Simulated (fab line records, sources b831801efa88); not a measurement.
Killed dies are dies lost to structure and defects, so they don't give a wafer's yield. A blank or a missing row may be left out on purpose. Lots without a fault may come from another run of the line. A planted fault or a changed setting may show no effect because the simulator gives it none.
One fault seen from 2 desks | flow sky130 | each desk has only its own numbers; what lay behind them comes last

THE TOOL OWNER'S DESK: implanter-02
The tool's own readings at SKY_NWELL_IMPLANT_13: means of the sampled wafers that have a number, for each lot that ran on this tool. A lot is out of limits, marked OUT, if its mean lies more than 4 standard deviations from the usual mean; the brackets give that distance.
Columns: A = beam_on_s at SKY_NWELL_IMPLANT_13, usual 10.01 s; B = faraday_current_uA at SKY_NWELL_IMPLANT_13, usual 3.95
lot  | first seen here | A                | B
L574 | day 6 13:30     | 11.38 (+6.8) OUT | 3.48 (-6.0) OUT
L577 | day 7 04:36     | 10.71            | 3.71
L580 | day 7 16:21     | 10.73            | 3.69
L588 | day 10 03:40    | 9.92             | 3.96
This desk's finding: out of limits on L574; first on L574, day 6 13:30 (beam_on_s at SKY_NWELL_IMPLANT_13). In limits: L577, L580, L588.

THE METROLOGY DESK
What the gauges read, lot by lot, whatever tool the lot ran on: means of the sampled wafers that have a number. A lot is out of limits, marked OUT, if its mean lies more than 4 standard deviations from the usual mean; the brackets give that distance.
Columns: A = PWDE_TW at SKY_PWDE_TW_MEAS_10, usual 374.6; B = NWELL_00_OVL at SKY_NWELL_OVL_MEAS_10, usual 1.7 nm
lot  | first seen here | A     | B
L567 | day 3 21:34     | 377.6 | 0.7
L574 | day 5 18:36     | 379.0 | 0.6
L577 | day 6 09:34     | 374.1 | 3.2
L580 | day 6 22:01     | 371.9 | 1.6
L583 | day 7 10:49     | 371.4 | 1.8
L584 | day 7 16:52     | 371.2 | 1.9
L588 | day 9 05:31     | 374.1 | 2.5
This desk's finding: nothing out of limits on any of the 7 lots.

PUT TOGETHER
The tool owner's desk could have raised an alarm at day 6 13:30, on L574.
The metrology desk saw nothing out of limits.
The metrology desk has L574 on record, within its limits.
Of the lots named, all ran SKY_NWELL_IMPLANT_13 on implanter-02.

WHAT THE SIMULATOR HAD PUT IN
Process parameter drift: implanter-02, from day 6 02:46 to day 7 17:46, at SKY_NWELL_IMPLANT_13. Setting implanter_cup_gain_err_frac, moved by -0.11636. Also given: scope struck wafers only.
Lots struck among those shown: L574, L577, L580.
Hours from the fault's start to each desk's first reading out of limits: the tool owner's desk, 11.
